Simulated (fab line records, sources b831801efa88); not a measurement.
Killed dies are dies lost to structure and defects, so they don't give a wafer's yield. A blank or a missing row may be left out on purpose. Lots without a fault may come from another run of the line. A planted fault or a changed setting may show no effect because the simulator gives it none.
Chamber matching | flow sky130 | SKY_FIELD_ISO_ETCH_17 on rie_si-01: 4 sister chambers
The step etches Si in HBr/Cl2/O2, target depth 342 nm, time 97.7 s. 7 wafers are shown with their chamber, then 7 later ones without.

WAFERS WITH THEIR CHAMBER
wafer  | chamber | drypump_motor_current_A (A) | throttle_valve_pct (%)
L577.2 | 1       | 6.5                         | 25.654
L577.4 | 2       | 5.4                         | 25.660
L581.2 | 0       | 6.0                         | 25.654
L581.4 | 2       | 5.4                         | 25.674
L581.6 | 3       | 5.4                         | 25.658
L591.4 | 1       | 6.5                         | 25.662
L591.5 | 0       | 5.9                         | 25.654

WAFERS WITHOUT THEIR CHAMBER
wafer  | drypump_motor_current_A (A) | throttle_valve_pct (%)
L591.6 | 6.5                         | 25.651
L593.3 | 5.4                         | 25.640
L593.4 | 5.4                         | 25.651
L593.5 | 5.9                         | 25.651
L594.4 | 6.0                         | 25.651
L594.5 | 5.4                         | 25.671
L594.6 | 6.5                         | 25.654

WHICH CHAMBER EACH WENT THROUGH
wafer  | from the rows above     | in truth
L591.6 | 1                       | 1
L593.3 | can't be placed: 3 or 2 | 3
L593.4 | can't be placed: 3 or 2 | 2
L593.5 | 0                       | 0
L594.4 | 0                       | 0
L594.5 | can't be placed: 2 or 3 | 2
L594.6 | 1                       | 1
Placed correctly: 4 of 7. Can't be placed from these rows: 3 (the true chamber is among the candidates in 3). Placed wrongly: 0.
How it was worked out, from the rows above alone: a wafer's distance from a chamber is the root of the sum, over the readings, of the square of ((its reading less the chamber's mean) divided by the reading's scatter). The wafer belongs to the nearest chamber; if the next one is less than 2 further off, it can't be placed. A chamber's mean is the mean of its shown wafers. The scatter: the root of (the sum of the squares of (reading less its chamber's mean) over the shown wafers, divided by (wafers less chambers)).
